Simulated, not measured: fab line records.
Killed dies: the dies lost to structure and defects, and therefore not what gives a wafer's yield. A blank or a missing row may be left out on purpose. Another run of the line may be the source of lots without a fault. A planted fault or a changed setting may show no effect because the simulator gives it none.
A lot that was struck, set against a sound lot || flow sky130 || 19 out of 708 route steps
Sound: the wafers L806.1, L806.5, L806.6. Wafers L820.1, L820.4, L820.5 were the ones struck. The cause comes at the end.
Each step with rows lists, per side, the tool, then ch with its chambers, then its first start. Under that, the readings that differ: sound wafers || struck wafers || difference of the means || sigmas: that difference in standard deviations of wafers without a fault.
alike: a reading whose means differ by less than 2 such deviations, as well as words and numbers matching on both sides. not compared: withheld readings; readings where some wafer has no value; bounds like >300 that might hide an equal value; numbers whose values overlap and for which the record gives no deviation.
The two part at a step that has a row with sigmas, a row that says differs or no value, or rows on one side only. Numbers that don't overlap but have no deviation are shown without sigmas and don't part them. A reading missing from all wafers of one side parts the sides only when that side holds two or more wafers.

SKY_LDD_LDN_TW_MEAS_13:
  sound: film metro-03 at day 23 08:28; struck: film metro-01 at day 28 01:44
  alike: LDD_LDN_TW
then, 2 steps without rows for these wafers: SKY_LDD_LDN_CLEAN_14 (cleans in SC1/SC2, time 150 s); SKY_SPACER_CVD_00 (deposits Si3N4 from DCS/NH3, target thk 43.1 nm, time 740 s).
SKY_SPACER_THK_MEAS_01:
  sound: film metro-02 at day 23 09:47; struck: film metro-02 at day 28 03:04
  alike: SPACER_CVD_00_THK
SKY_SPACER_ETCHBACK_02: etches Si3N4 in CH3F/O2, stops on SiO2, time 46.7 s, target depth 45 nm.
  sound on rie diel-04 ch 0,1, day 23 09:51; struck on rie diel-04 ch 0,2,3, day 28 03:07
  alike: bias w, drypump motor current A, oes product au, throttle valve pct
  not compared: rf hours counter h
then, 7 steps without rows for these wafers: SKY_POLY_CUT_DEHYDRATE_00 (time 60 s); SKY_POLY_CUT_HMDS_01 (prime time 60 s); SKY_POLY_CUT_COAT_02 (resist thk 60 nm); SKY_POLY_CUT_COAT_03 (resist thk 450 nm); SKY_POLY_CUT_SOFTBAKE_04 (time 90 s); SKY_POLY_CUT_EXPOSE_05 (exposes mask NPCM, target cd 270 nm); SKY_POLY_CUT_PEB_06.
SKY_POLY_CUT_DEVELOP_07: develop time 60 s.
  sound on litho track-01 ch 0, day 24 14:00; struck on litho track-04 ch 0, day 29 07:00
  alike: developer temp C
SKY_POLY_CUT_CD_MEAS_08: target cd 270 nm.
  sound: cd sem-01 at day 24 15:07; struck: cd sem-01 at day 29 07:50
{"reading": "cd nm (nm)", "sound": "270.6 271.8 270.3", "struck": "265.0 264.3 263.9", "difference": -6.5, "sigmas": -4}
SKY_POLY_CUT_OVL_MEAS_09:
  sound: overlay-02 at day 24 15:14; struck: overlay-01 at day 29 07:57
  alike: POLY_CUT_OVL
SKY_POLY_CUT_ETCH_10: etches BARC in N2/H2, stops on SiO2, time 45.9 s, target depth 60 nm.
  sound on rie diel-01 ch 0,3, day 24 15:16; struck on rie diel-02 ch 0,3, day 29 07:59
{"reading": "model.POLY_CUT.cd nm (nm)", "sound": "271 272 270.6", "struck": "265.1 265.3 264.7", "difference": -6.2, "sigmas": ""}
  alike: bias w, drypump motor current A, oes product au, throttle valve pct
  not compared: rf hours counter h
SKY_POLY_CUT_ETCH_11: etches Si3N4 in CF4/CH2F2/Ar, stops on poly-Si, time 42.5 s, target depth 60 nm.
  sound on rie diel-01 ch 0,3, day 24 15:18; struck on rie diel-02 ch 0,3, day 29 08:02
{"reading": "model.POLY_CUT.cd nm (nm)", "sound": "270.8 271.8 270.7", "struck": "264.9 265.2 264.5", "difference": -6.2, "sigmas": ""}
  alike: bias w, cf4 flow sccm, drypump motor current A, oes product au, throttle valve pct
  not compared: rf hours counter h
SKY_POLY_CUT_STRIP_12: strips in O2/N2.
  sound on plasma asher-01 ch 0,1, day 24 15:20; struck on plasma asher-01 ch 0,1, day 29 08:04
  alike: drypump motor current A, oes product au, strip time to endpoint s
  not compared: rf hours counter h
next, for these wafers, 1 step has no rows: SKY_PAD_OPEN_PROBE_99.

## WHERE THEY PART
Only at SKY_POLY_CUT_CD_MEAS_08, as far as this record shows. Later steps at which nothing parts them and some readings are alike: SKY_POLY_CUT_OVL_MEAS_09, SKY_POLY_CUT_ETCH_10, SKY_POLY_CUT_ETCH_11, SKY_POLY_CUT_STRIP_12.

WHY: whatever the simulator had introduced
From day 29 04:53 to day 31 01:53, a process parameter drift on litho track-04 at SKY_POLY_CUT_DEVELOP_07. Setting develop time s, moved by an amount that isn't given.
